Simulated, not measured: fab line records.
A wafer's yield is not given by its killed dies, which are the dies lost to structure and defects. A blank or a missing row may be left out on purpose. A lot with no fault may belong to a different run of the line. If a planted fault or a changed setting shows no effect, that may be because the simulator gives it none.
fab line records | flow sky130
[record] lots = 5 | wafers = 27
route steps=708 shown LOCAL_INTERCONNECT@387 CONTACT@419 VIA1@458 VIA2@518
start-h: the number of hours between the record's first day and the start of the first shown wafer of the lot | wait-h: hours from the lot's prior step to this one | " identical to the entry in the row above | L1.1+2: a single row standing in for several wafers | - either no value or no given start | * or withheld: withheld | < > ~ a bound
route shown NAME@n: NAME is a module with steps in the file, n the number in the route of the first one | usual: the fault-free wafers' mean and standard deviation | same: alike in all rows | chamber/n: place in a boat | sites: the reading at each site | _std_site: standard deviation of those values | _edge_site: inner sites' mean taken away from outer sites' mean | radius-mm: for every site, how far away it sits from the centre of the wafer | mask NAME#n: copy n | behind: the last tool/chamber to shape the wafer | hold: reason for holding the lot/hours on hold/outcome of the hold | device: transistor that didn't switch, given as n, p or np | end of line: the route-end tests of the same wafers | a step without rows: its recipe alone | killed: the dies lost at the first sort to structure and to defects; this is not the yield of the wafer | map: dies across one wafer; x = killed, . = not, _ = none there
set.NAME: the setting as run; set.NAME@STEP: as run at that earlier step | model.NAME: the simulator's own value behind a step, which no gauge read
one table per step and one row per wafer, for lots whose settings were changed on purpose
[[steps]]
[step SKY_LOCAL_INTERCONNECT_SPUTTER_00]
[recipe] material = TiN | target-thk-nm = 100 | temp-c = 300 | power-w = 6500 | time-s = 83.3 | chamber-pressure-pa = 0.4
lot.wafer | tool           | chamber | start-h | wait-h | set.time-s | model.TiN_of_LOCAL_INTERCONNECT_SPUTTER_00.thk-nm
L074.1    | pvd-sputter-04 | -       | 672.03  | 0.1    | 110.2      | 131.9
L074.2    | "              | -       | "       | "      | 110.2      | 132.1
L074.3+5  | "              | -       | "       | "      | 83.3       | 99.38
L074.4    | "              | -       | "       | "      | 110.2      | 132
L074.6    | "              | -       | "       | "      | 83.3       | 98.71
L075.1+6  | pvd-sputter-03 | -       | 681.77  | 0.2    | 83.3       | 100.4
L075.2+5  | "              | -       | "       | "      | 83.3       | 100.3
L075.3    | "              | -       | "       | "      | 83.3       | 98.89
L075.4    | "              | -       | "       | "      | 83.3       | 101.9
L077.4    | pvd-sputter-01 | -       | 700.16  | 0.2    | 83.3       | 98.68
L077.5    | "              | -       | "       | "      | 83.3       | 98.74
L077.6    | "              | -       | "       | "      | 83.3       | 99.15
L079.1    | pvd-sputter-04 | -       | 719.67  | 0.1    | 120.5      | 144.9
L079.2    | "              | -       | "       | "      | 83.3       | 99.86
L079.3    | "              | -       | "       | "      | 83.3       | 98.95
L079.4    | "              | -       | "       | "      | 120.5      | 144.3
L079.5    | "              | -       | "       | "      | 120.5      | 144.2
L079.6    | "              | -       | "       | "      | 83.3       | 99.62
L084.1    | pvd-sputter-03 | -       | 761.07  | 0.2    | 83.3       | 98.14
L084.2    | "              | -       | "       | "      | 83.3       | 99.9
L084.3    | "              | -       | "       | "      | 65.66      | 78.3
L084.4    | "              | -       | "       | "      | 65.66      | 78.78
L084.5    | "              | -       | "       | "      | 83.3       | 99.73
L084.6    | "              | -       | "       | "      | 65.66      | 78.96
[step SKY_LOCAL_INTERCONNECT_RS_MEAS_01]
[recipe] thk-meas-gauge = four-point-probe | reads = TiN_of_LOCAL_INTERCONNECT_SPUTTER_00
[usual] LOCAL_INTERCONNECT_TIN_RS = 14.25/0.14
lot.wafer | tool          | chamber | start-h | wait-h | set.time-s@LOCAL_INTERCONNECT_SPUTTER_00 | LOCAL_INTERCONNECT_TIN_RS[ohm/sq]
L074.1    | film-metro-01 | -       | 672.09  | 0.0    | 110.2                                    | 10.61
L074.2    | "             | -       | "       | "      | 110.2                                    | 10.59
L074.3    | "             | -       | "       | "      | 83.3                                     | 14.22
L074.4    | "             | -       | "       | "      | 110.2                                    | 10.57
L074.5    | "             | -       | "       | "      | 83.3                                     | 14.21
L074.6    | "             | -       | "       | "      | 83.3                                     | 14.32
L075.1    | film-metro-02 | -       | 681.83  | 0.0    | 83.3                                     | 14.07
L075.2    | "             | -       | "       | "      | 83.3                                     | 14.12
L075.3    | "             | -       | "       | "      | 83.3                                     | 14.33
L075.4    | "             | -       | "       | "      | 83.3                                     | 13.86
L075.5    | "             | -       | "       | "      | 83.3                                     | 14.08
L075.6    | "             | -       | "       | "      | 83.3                                     | 14.05
L077.4    | film-metro-04 | -       | 700.28  | 0.1    | 83.3                                     | 14.35
L077.5    | "             | -       | "       | "      | 83.3                                     | 14.32
L077.6    | "             | -       | "       | "      | 83.3                                     | 14.29
L079.1    | film-metro-04 | -       | 719.74  | 0.0    | 120.5                                    | 9.62
L079.2    | "             | -       | "       | "      | 83.3                                     | 14.15
L079.3    | "             | -       | "       | "      | 83.3                                     | 14.29
L079.4    | "             | -       | "       | "      | 120.5                                    | 9.65
L079.5    | "             | -       | "       | "      | 120.5                                    | 9.65
L079.6    | "             | -       | "       | "      | 83.3                                     | 14.22
L084.1    | film-metro-01 | -       | 761.13  | 0.0    | 83.3                                     | 14.43
L084.2    | "             | -       | "       | "      | 83.3                                     | 14.13
L084.3    | "             | -       | "       | "      | 65.66                                    | 18.23
L084.4    | "             | -       | "       | "      | 65.66                                    | 18.12
L084.5    | "             | -       | "       | "      | 83.3                                     | 14.17
L084.6    | "             | -       | "       | "      | 65.66                                    | 18.10
[step SKY_LOCAL_INTERCONNECT_THK_MEAS_02]
[recipe] thk-meas-gauge = xrf | reads = TiN_of_LOCAL_INTERCONNECT_SPUTTER_00
[usual] LOCAL_INTERCONNECT_TIN_THK = 98.3/0.94
lot.wafer | tool          | chamber | start-h | wait-h | set.time-s@LOCAL_INTERCONNECT_SPUTTER_00 | LOCAL_INTERCONNECT_TIN_THK[nm]
L074.1    | film-metro-01 | -       | 672.21  | 0.1    | 110.2                                    | 130.4
L074.2    | "             | -       | "       | "      | 110.2                                    | 129.8
L074.3    | "             | -       | "       | "      | 83.3                                     | 97.8
L074.4    | "             | -       | "       | "      | 110.2                                    | 129.7
L074.5    | "             | -       | "       | "      | 83.3                                     | 97.9
L074.6    | "             | -       | "       | "      | 83.3                                     | 97.2
L075.1    | film-metro-02 | -       | 681.95  | 0.1    | 83.3                                     | 99.8
L075.2    | "             | -       | "       | "      | 83.3                                     | 99.6
L075.3    | "             | -       | "       | "      | 83.3                                     | 98.9
L075.4    | "             | -       | "       | "      | 83.3                                     | 101.7
L075.5    | "             | -       | "       | "      | 83.3                                     | 99.8
L075.6    | "             | -       | "       | "      | 83.3                                     | 100.4
L077.4    | film-metro-04 | -       | 700.37  | 0.1    | 83.3                                     | 97.9
L077.5    | "             | -       | "       | "      | 83.3                                     | 97.8
L077.6    | "             | -       | "       | "      | 83.3                                     | 98.1
L079.1    | film-metro-04 | -       | 719.86  | 0.1    | 120.5                                    | 143.7
L079.2    | "             | -       | "       | "      | 83.3                                     | 98.6
L079.3    | "             | -       | "       | "      | 83.3                                     | 97.8
L079.4    | "             | -       | "       | "      | 120.5                                    | 143.1
L079.5    | "             | -       | "       | "      | 120.5                                    | 142.7
L079.6    | "             | -       | "       | "      | 83.3                                     | 98.6
L084.1    | film-metro-01 | -       | 761.25  | 0.1    | 83.3                                     | 96.5
L084.2    | "             | -       | "       | "      | 83.3                                     | 98.1
L084.3    | "             | -       | "       | "      | 65.66                                    | 77.1
L084.4    | "             | -       | "       | "      | 65.66                                    | 77.4
L084.5    | "             | -       | "       | "      | 83.3                                     | 97.6
L084.6    | "             | -       | "       | "      | 65.66                                    | 77.7
[step SKY_LOCAL_INTERCONNECT_DEHYDRATE_03]
[recipe] temp-c = 200 | time-s = 60
[step SKY_LOCAL_INTERCONNECT_HMDS_04]
[recipe] prime-time-s = 60 | prime-temp-c = 120
[step SKY_LOCAL_INTERCONNECT_ETCH_13]
[recipe] chemistry = N2/H2 | target = BARC | ion-energy-ev = 200 | bias-w = 100 | pressure-mtorr = 30 | n2-flow-sccm = 100 | h2-flow-sccm = 200 | icp-w = 500 | stop-on = SiO2 | time-s = 45.9 | target-depth-a = 600
[step SKY_LOCAL_INTERCONNECT_METAL_ETCH_14]
[recipe] target-depth-nm = 110 | stop-on = PSG | chemistry = Cl2/BCl3 | target = TiN | resist-sidewall-deg = 88 | pressure-mtorr = 10 | icp-w = 900 | bias-w = 48.5 | Cl2_flow_sccm = 60 | bcl3-flow-sccm = 30 | time-s = 31.4
[usual] oes-product-au = 0.937/0.0068
lot.wafer | tool         | chamber | start-h | wait-h | set.time-s@LOCAL_INTERCONNECT_SPUTTER_00 | oes-product-au
L074.1    | rie-metal-03 | 0       | 700.20  | 0.0    | 110.2                                    | 0.998
L074.2    | "            | 1       | "       | "      | 110.2                                    | 0.992
L074.3    | "            | 1       | "       | "      | 83.3                                     | 0.944
L074.4    | "            | 0       | "       | "      | 110.2                                    | 0.984
L074.5    | "            | 1       | "       | "      | 83.3                                     | 0.936
L074.6    | "            | 0       | "       | "      | 83.3                                     | 0.928
L075.1    | rie-metal-01 | 0       | 709.30  | 0.0    | 83.3                                     | 0.936
L075.2    | "            | 1       | "       | "      | 83.3                                     | 0.946
L075.3    | "            | 1       | "       | "      | 83.3                                     | 0.943
L075.4    | "            | 0       | "       | "      | 83.3                                     | 0.954
L075.5    | "            | 1       | "       | "      | 83.3                                     | 0.939
L075.6    | "            | 0       | "       | "      | 83.3                                     | 0.944
L077.4    | rie-metal-01 | 1       | 728.42  | 0.0    | 83.3                                     | 0.940
L077.5    | "            | 1       | "       | "      | 83.3                                     | 0.938
L077.6    | "            | 0       | "       | "      | 83.3                                     | 0.936
L079.1    | rie-metal-03 | 1       | 746.93  | 0.0    | 120.5                                    | 0.996
L079.2    | "            | 0       | "       | "      | 83.3                                     | 0.934
L079.3    | "            | 1       | "       | "      | 83.3                                     | 0.932
L079.4    | "            | 0       | "       | "      | 120.5                                    | 0.987
L079.5    | "            | 0       | "       | "      | 120.5                                    | 0.998
L079.6    | "            | 1       | "       | "      | 83.3                                     | 0.947
L084.1    | rie-metal-02 | 0       | 787.28  | 0.0    | 83.3                                     | 0.930
L084.2    | "            | 1       | "       | "      | 83.3                                     | 0.941
L084.3    | "            | 0       | "       | "      | 65.66                                    | 0.829
L084.4    | "            | 1       | "       | "      | 65.66                                    | 0.822
L084.5    | "            | 1       | "       | "      | 83.3                                     | 0.941
L084.6    | "            | 0       | "       | "      | 65.66                                    | 0.816
[step SKY_CONTACT_DEVELOP_13]
[recipe] develop-time-s = 60 | resist = KrF-thick | dev-temp-c = 21
lot.wafer  | tool           | chamber | start-h | wait-h | set.develop-time-s
L074.1+2+3 | litho-track-03 | 0       | -       | -      | 91.28
L074.4+5+6 | "              | 0       | "       | "      | 60
L075.1+2+4 | litho-track-01 | 0       | -       | -      | 48.35
L075.3+5+6 | "              | 0       | "       | "      | 60
L077.4+5+6 | litho-track-04 | 0       | -       | -      | 60
L079.1+3+6 | litho-track-01 | 0       | -       | -      | 60
L079.2+4+5 | "              | 0       | "       | "      | 95.57
L084.1+3+4 | litho-track-03 | 0       | -       | -      | 92.34
L084.2+5+6 | "              | 0       | "       | "      | 60
[step SKY_CONTACT_CD_MEAS_14]
[recipe] target-cd-nm = 170
[usual] cd-nm = 170.6/1.4
lot.wafer | tool      | chamber | start-h | wait-h | set.develop-time-s@CONTACT_DEVELOP_13 | cd-nm
L074.1    | cd-sem-02 | -       | 729.68  | -      | 91.28                                 | 178.5
L074.2    | "         | -       | "       | "      | 91.28                                 | 180.2
L074.3    | "         | -       | "       | "      | 91.28                                 | 177.7
L074.4    | "         | -       | "       | "      | 60                                    | 171.4
L074.5    | "         | -       | "       | "      | 60                                    | 171.0
L074.6    | "         | -       | "       | "      | 60                                    | 171.4
L075.1    | cd-sem-01 | -       | 737.54  | -      | 48.35                                 | 166.1
L075.2    | "         | -       | "       | "      | 48.35                                 | 164.4
L075.3    | "         | -       | "       | "      | 60                                    | 169.7
L075.4    | "         | -       | "       | "      | 48.35                                 | 165.1
L075.5    | "         | -       | "       | "      | 60                                    | 168.7
L075.6    | "         | -       | "       | "      | 60                                    | 168.6
L077.4    | cd-sem-01 | -       | 757.05  | -      | 60                                    | 171.9
L077.5    | "         | -       | "       | "      | 60                                    | 170.1
L077.6    | "         | -       | "       | "      | 60                                    | 169.7
L079.1    | cd-sem-02 | -       | 776.14  | -      | 60                                    | 170.5
L079.2    | "         | -       | "       | "      | 95.57                                 | 179.7
L079.3    | "         | -       | "       | "      | 60                                    | 171.8
L079.4    | "         | -       | "       | "      | 95.57                                 | 180.3
L079.5    | "         | -       | "       | "      | 95.57                                 | 179.6
L079.6    | "         | -       | "       | "      | 60                                    | 169.9
L084.1    | cd-sem-02 | -       | 814.98  | -      | 92.34                                 | 178.1
L084.2    | "         | -       | "       | "      | 60                                    | 169.7
L084.3    | "         | -       | "       | "      | 92.34                                 | 177.8
L084.4    | "         | -       | "       | "      | 92.34                                 | 177.1
L084.5    | "         | -       | "       | "      | 60                                    | 168.4
L084.6    | "         | -       | "       | "      | 60                                    | 168.6
[step SKY_CONTACT_ETCH_16]
[recipe] chemistry = N2/H2 | target = BARC | ion-energy-ev = 200 | source-w = 500 | bias-w = 100 | pressure-mtorr = 30 | n2-flow-sccm = 100 | h2-flow-sccm = 200 | stop-on = SiO2 | time-s = 45.9 | target-depth-a = 600
lot.wafer | tool        | chamber | start-h | wait-h | set.develop-time-s@CONTACT_DEVELOP_13 | model.CONTACT.cd-nm
L074.1    | rie-diel-02 | 3       | 729.83  | 0.0    | 91.28                                 | 178.3
L074.2    | "           | 0       | "       | "      | 91.28                                 | 181
L074.3    | "           | 1       | "       | "      | 91.28                                 | 177
L074.4    | "           | 2       | "       | "      | 60                                    | 171.1
L074.5    | "           | 0       | "       | "      | 60                                    | 171.2
L074.6    | "           | 1       | "       | "      | 60                                    | 171.5
L075.1    | rie-diel-03 | 0       | 737.69  | 0.0    | 48.35                                 | 166.5
L075.2    | "           | 3       | "       | "      | 48.35                                 | 163.5
L075.3    | "           | 2       | "       | "      | 60                                    | 169.3
L075.4    | "           | 1       | "       | "      | 48.35                                 | 164.7
L075.5+6  | "           | 3,0     | "       | "      | 60                                    | 168.9
L077.4    | rie-diel-04 | 1       | 757.17  | 0.0    | 60                                    | 171.5
L077.5    | "           | 0       | "       | "      | 60                                    | 169.6
L077.6    | "           | 2       | "       | "      | 60                                    | 170.4
L079.1    | rie-diel-02 | 0       | 776.29  | 0.0    | 60                                    | 171
L079.2    | "           | 1       | "       | "      | 95.57                                 | 178.8
L079.3    | "           | 2       | "       | "      | 60                                    | 170.8
L079.4    | "           | 3       | "       | "      | 95.57                                 | 180.1
L079.5    | "           | 1       | "       | "      | 95.57                                 | 178.5
L079.6    | "           | 2       | "       | "      | 60                                    | 168.7
L084.1    | rie-diel-02 | 0       | 815.13  | 0.0    | 92.34                                 | 178
L084.2    | "           | 1       | "       | "      | 60                                    | 169
L084.3    | "           | 3       | "       | "      | 92.34                                 | 177.7
L084.4    | "           | 2       | "       | "      | 92.34                                 | 176.3
L084.5    | "           | 0       | "       | "      | 60                                    | 168.5
L084.6    | "           | 1       | "       | "      | 60                                    | 168
[step SKY_VIA1_HDPCVD_00]
[recipe] material = SiO2 | target-thk-nm = 1030 | sigma-open-frac = 0.3 | time-s = 171.7 | temp-c = 400 | sih4-flow-sccm = 60 | pressure-mtorr = 6
lot.wafer | tool      | chamber | start-h | wait-h | set.time-s | model.SiO2_of_VIA1_HDPCVD_00.thk-nm
L074.1    | hdpcvd-02 | 1       | 760.00  | 0.0    | 75.98      | 459.1
L074.2    | "         | 2       | "       | "      | 171.7      | 1020
L074.3    | "         | 0       | "       | "      | 75.98      | 457.8
L074.4    | "         | 0       | "       | "      | 75.98      | 459
L074.5    | "         | 1       | "       | "      | 171.7      | 1024
L074.6    | "         | 2       | "       | "      | 171.7      | 1017
L075.1    | hdpcvd-01 | 0       | 767.61  | 0.0    | 247.6      | 1491
L075.2    | "         | 1       | "       | "      | 171.7      | 1036
L075.3    | "         | 0       | "       | "      | 171.7      | 1041
L075.4    | "         | 1       | "       | "      | 247.6      | 1493
L075.5    | "         | 0       | "       | "      | 247.6      | 1495
L075.6    | "         | 1       | "       | "      | 171.7      | 1026
L077.4    | hdpcvd-02 | 1       | 786.84  | 0.1    | 171.7      | 1045
L077.5    | "         | 2       | "       | "      | 171.7      | 1041
L077.6    | "         | 0       | "       | "      | 171.7      | 1053
L079.1    | hdpcvd-01 | 2       | 805.53  | 0.0    | 267.2      | 1578
L079.2    | "         | 0       | "       | "      | 171.7      | 1021
L079.3    | "         | 1       | "       | "      | 267.2      | 1589
L079.4    | "         | 0       | "       | "      | 171.7      | 1032
L079.5    | "         | 1       | "       | "      | 267.2      | 1596
L079.6    | "         | 2       | "       | "      | 171.7      | 1015
L084.1    | hdpcvd-02 | 2       | 844.55  | 0.0    | 241.7      | 1446
L084.2    | "         | 0       | "       | "      | 171.7      | 1031
L084.3    | "         | 1       | "       | "      | 171.7      | 1033
L084.4    | "         | 1       | "       | "      | 241.7      | 1447
L084.5    | "         | 2       | "       | "      | 171.7      | 1036
L084.6    | "         | 0       | "       | "      | 241.7      | 1467
[step SKY_VIA1_THK_MEAS_01]
[recipe] reads = SiO2_of_VIA1_HDPCVD_00
[usual] VIA1_HDPCVD_THK = 1035/11
lot.wafer | tool          | chamber | start-h | wait-h | set.time-s@VIA1_HDPCVD_00 | VIA1_HDPCVD_THK[nm]
L074.1    | film-metro-04 | -       | 760.11  | 0.1    | 75.98                     | 459
L074.2    | "             | -       | "       | "      | 171.7                     | 1020
L074.3    | "             | -       | "       | "      | 75.98                     | 458
L074.4    | "             | -       | "       | "      | 75.98                     | 459
L074.5    | "             | -       | "       | "      | 171.7                     | 1024
L074.6    | "             | -       | "       | "      | 171.7                     | 1017
L075.1    | film-metro-04 | -       | 767.78  | 0.1    | 247.6                     | 1490
L075.2    | "             | -       | "       | "      | 171.7                     | 1035
L075.3    | "             | -       | "       | "      | 171.7                     | 1041
L075.4    | "             | -       | "       | "      | 247.6                     | 1495
L075.5    | "             | -       | "       | "      | 247.6                     | 1494
L075.6    | "             | -       | "       | "      | 171.7                     | 1026
L077.4    | film-metro-03 | -       | 786.92  | 0.0    | 171.7                     | 1046
L077.5    | "             | -       | "       | "      | 171.7                     | 1040
L077.6    | "             | -       | "       | "      | 171.7                     | 1053
L079.1    | film-metro-03 | -       | 805.64  | 0.1    | 267.2                     | 1577
L079.2    | "             | -       | "       | "      | 171.7                     | 1022
L079.3    | "             | -       | "       | "      | 267.2                     | 1589
L079.4    | "             | -       | "       | "      | 171.7                     | 1032
L079.5    | "             | -       | "       | "      | 267.2                     | 1596
L079.6    | "             | -       | "       | "      | 171.7                     | 1014
L084.1    | film-metro-04 | -       | 844.67  | 0.1    | 241.7                     | 1447
L084.2    | "             | -       | "       | "      | 171.7                     | 1031
L084.3    | "             | -       | "       | "      | 171.7                     | 1033
L084.4    | "             | -       | "       | "      | 241.7                     | 1447
L084.5    | "             | -       | "       | "      | 171.7                     | 1036
L084.6    | "             | -       | "       | "      | 241.7                     | 1466
[step SKY_VIA2_DEVELOP_11]
[recipe] develop-time-s = 60 | resist = KrF-thick | dev-temp-c = 21
lot.wafer        | tool           | chamber | start-h | wait-h | set.develop-time-s
L074.1+2+5       | litho-track-03 | 0       | -       | -      | 29.5
L074.3+4+6       | "              | 0       | "       | "      | 60
L075.1+2+3+4+5+6 | litho-track-03 | 0       | -       | -      | 60
L077.4+5+6       | litho-track-04 | 0       | -       | -      | 60
L079.1+2+6       | litho-track-04 | 0       | -       | -      | 44.97
L079.3+4+5       | "              | 0       | "       | "      | 60
L084.1+4+5       | litho-track-01 | 0       | -       | -      | 60
L084.2+3+6       | "              | 0       | "       | "      | 91.14
[step SKY_VIA2_CD_MEAS_12]
[recipe] target-cd-nm = 200
[usual] cd-nm = 200.2/1.6
lot.wafer | tool      | chamber | start-h | wait-h | set.develop-time-s@VIA2_DEVELOP_11 | cd-nm
L074.1    | cd-sem-02 | -       | 842.43  | -      | 29.5                               | 186.2
L074.2    | "         | -       | "       | "      | 29.5                               | 186.8
L074.3    | "         | -       | "       | "      | 60                                 | 201.3
L074.4    | "         | -       | "       | "      | 60                                 | 199.9
L074.5    | "         | -       | "       | "      | 29.5                               | 187.7
L074.6    | "         | -       | "       | "      | 60                                 | 202.4
L075.1    | cd-sem-02 | -       | 849.98  | -      | 60                                 | 197.8
L075.2    | "         | -       | "       | "      | 60                                 | 197.8
L075.3    | "         | -       | "       | "      | 60                                 | 198.9
L075.4    | "         | -       | "       | "      | 60                                 | 198.8
L075.5    | "         | -       | "       | "      | 60                                 | 197.8
L075.6    | "         | -       | "       | "      | 60                                 | 198.3
L077.4    | cd-sem-02 | -       | 870.05  | -      | 60                                 | 199.2
L077.5    | "         | -       | "       | "      | 60                                 | 199.8
L077.6    | "         | -       | "       | "      | 60                                 | 200.1
L079.1    | cd-sem-02 | -       | 887.64  | -      | 44.97                              | 195.1
L079.2    | "         | -       | "       | "      | 44.97                              | 194.5
L079.3    | "         | -       | "       | "      | 60                                 | 200.8
L079.4    | "         | -       | "       | "      | 60                                 | 200.4
L079.5    | "         | -       | "       | "      | 60                                 | 201.4
L079.6    | "         | -       | "       | "      | 44.97                              | 194.1
L084.1    | cd-sem-02 | -       | 926.34  | -      | 60                                 | 199.3
L084.2    | "         | -       | "       | "      | 91.14                              | 204.9
L084.3    | "         | -       | "       | "      | 91.14                              | 206.5
L084.4    | "         | -       | "       | "      | 60                                 | 198.6
L084.5    | "         | -       | "       | "      | 60                                 | 199.3
L084.6    | "         | -       | "       | "      | 91.14                              | 205.7
[step SKY_VIA2_ETCH_14]
[recipe] chemistry = N2/H2 | target = BARC | ion-energy-ev = 200 | source-w = 500 | bias-w = 100 | pressure-mtorr = 30 | n2-flow-sccm = 100 | h2-flow-sccm = 200 | stop-on = SiO2 | time-s = 45.9 | target-depth-a = 600
lot.wafer | tool        | chamber | start-h | wait-h | set.develop-time-s@VIA2_DEVELOP_11 | model.VIA2.cd-nm
L074.1    | rie-diel-01 | 2       | 842.58  | 0.0    | 29.5                               | 184.8
L074.2    | "           | 0       | "       | "      | 29.5                               | 185.9
L074.3    | "           | 3       | "       | "      | 60                                 | 202.8
L074.4    | "           | 1       | "       | "      | 60                                 | 199.4
L074.5    | "           | 3       | "       | "      | 29.5                               | 188.7
L074.6    | "           | 0       | "       | "      | 60                                 | 201.8
L075.1    | rie-diel-02 | 1       | 850.13  | 0.0    | 60                                 | 198.3
L075.2    | "           | 0       | "       | "      | 60                                 | 197.8
L075.3    | "           | 3       | "       | "      | 60                                 | 199.2
L075.4    | "           | 2       | "       | "      | 60                                 | 199.6
L075.5    | "           | 3       | "       | "      | 60                                 | 197
L075.6    | "           | 2       | "       | "      | 60                                 | 199.5
L077.4    | rie-diel-01 | 0       | 870.15  | 0.0    | 60                                 | 199.1
L077.5    | "           | 1       | "       | "      | 60                                 | 199.8
L077.6    | "           | 2       | "       | "      | 60                                 | 199.3
L079.1    | rie-diel-02 | 2       | 887.80  | 0.0    | 44.97                              | 196.4
L079.2    | "           | 1       | "       | "      | 44.97                              | 194.7
L079.3    | "           | 3       | "       | "      | 60                                 | 201.1
L079.4    | "           | 0       | "       | "      | 60                                 | 200.6
L079.5    | "           | 3       | "       | "      | 60                                 | 202
L079.6    | "           | 2       | "       | "      | 44.97                              | 195
L084.1+5  | rie-diel-02 | 2,3     | 926.49  | 0.0    | 60                                 | 200.2
L084.2    | "           | 0       | "       | "      | 91.14                              | 205.1
L084.3    | "           | 3       | "       | "      | 91.14                              | 207.2
L084.4    | "           | 1       | "       | "      | 60                                 | 200.1
L084.6    | "           | 2       | "       | "      | 91.14                              | 206.9
[step SKY_VIA2_SPUTTER_20]
[recipe] material = TiN | target-thk-nm = 20 | chamber-pressure-pa = 5 | power-w = 4000 | time-s = 80
lot.wafer | tool           | chamber | start-h | wait-h | set.time-s | model.TiN_of_VIA2_SPUTTER_20.thk-nm
L074.1    | pvd-sputter-04 | -       | 843.31  | 0.0    | 80         | 20.51
L074.2    | "              | -       | "       | "      | 80         | 20.05
L074.3    | "              | -       | "       | "      | 80         | 20.53
L074.4    | "              | -       | "       | "      | 80         | 20.33
L074.5    | "              | -       | "       | "      | 80         | 20.5
L074.6    | "              | -       | "       | "      | 80         | 20.19
L075.1    | pvd-sputter-01 | -       | 850.87  | 0.0    | 98.44      | 24.6
L075.2    | "              | -       | "       | "      | 98.44      | 24.64
L075.3    | "              | -       | "       | "      | 80         | 20.06
L075.4    | "              | -       | "       | "      | 80         | 19.84
L075.5    | "              | -       | "       | "      | 98.44      | 24.49
L075.6    | "              | -       | "       | "      | 80         | 19.92
L077.4    | pvd-sputter-01 | -       | 870.84  | 0.0    | 80         | 19.66
L077.5    | "              | -       | "       | "      | 80         | 19.85
L077.6    | "              | -       | "       | "      | 80         | 19.67
L079.1    | pvd-sputter-01 | -       | 888.50  | 0.0    | 51.63      | 12.73
L079.2    | "              | -       | "       | "      | 51.63      | 13.02
L079.3    | "              | -       | "       | "      | 51.63      | 13.09
L079.4    | "              | -       | "       | "      | 80         | 20.05
L079.5    | "              | -       | "       | "      | 80         | 19.89
L079.6    | "              | -       | "       | "      | 80         | 20.1
L084.1    | pvd-sputter-04 | -       | 927.70  | 0.0    | 80         | 20.32
L084.2    | "              | -       | "       | "      | 33.98      | 8.525
L084.3    | "              | -       | "       | "      | 80         | 20.02
L084.4    | "              | -       | "       | "      | 33.98      | 8.769
L084.5    | "              | -       | "       | "      | 33.98      | 8.297
L084.6    | "              | -       | "       | "      | 80         | 20.36
[[key]]
[split] step = SKY_LOCAL_INTERCONNECT_SPUTTER_00 | setting = time-s | stated = 83.3 | by = wafer
[response] step = SKY_LOCAL_INTERCONNECT_SPUTTER_00 | reading = model.TiN_of_LOCAL_INTERCONNECT_SPUTTER_00.thk-nm | change = +1.01 | per = 1% | r = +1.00
[response] step = SKY_LOCAL_INTERCONNECT_RS_MEAS_01 | reading = LOCAL_INTERCONNECT_TIN_RS | change = -0.116 | per = 1% | r = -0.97
[response] step = SKY_LOCAL_INTERCONNECT_THK_MEAS_02 | reading = LOCAL_INTERCONNECT_TIN_THK | change = +0.995 | per = 1% | r = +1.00
[response] step = SKY_LOCAL_INTERCONNECT_METAL_ETCH_14 | reading = oes-product-au | shape = bent | at-lowest = 0.822 | at-stated = 0.939 | at-highest = 0.994
[split] step = SKY_CONTACT_DEVELOP_13 | setting = develop-time-s | stated = 60 | by = wafer
[response] step = SKY_CONTACT_CD_MEAS_14 | reading = cd-nm | change = +0.156 | per = 1% | r = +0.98
[response] step = SKY_CONTACT_ETCH_16 | reading = model.CONTACT.cd-nm | change = +0.156 | per = 1% | r = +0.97
[split] step = SKY_VIA1_HDPCVD_00 | setting = time-s | stated = 171.7 | by = wafer
[response] step = SKY_VIA1_HDPCVD_00 | reading = model.SiO2_of_VIA1_HDPCVD_00.thk-nm | change = +10.2 | per = 1% | r = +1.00
[response] step = SKY_VIA1_THK_MEAS_01 | reading = VIA1_HDPCVD_THK | change = +10.2 | per = 1% | r = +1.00
[split] step = SKY_VIA2_DEVELOP_11 | setting = develop-time-s | stated = 60 | by = wafer
[response] step = SKY_VIA2_CD_MEAS_12 | reading = cd-nm | change = +0.209 | per = 1% | r = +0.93
[response] step = SKY_VIA2_ETCH_14 | reading = model.VIA2.cd-nm | change = +0.208 | per = 1% | r = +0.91
[split] step = SKY_VIA2_SPUTTER_20 | setting = time-s | stated = 80 | by = wafer
[response] step = SKY_VIA2_SPUTTER_20 | reading = model.TiN_of_VIA2_SPUTTER_20.thk-nm | change = +0.202 | per = 1% | r = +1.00
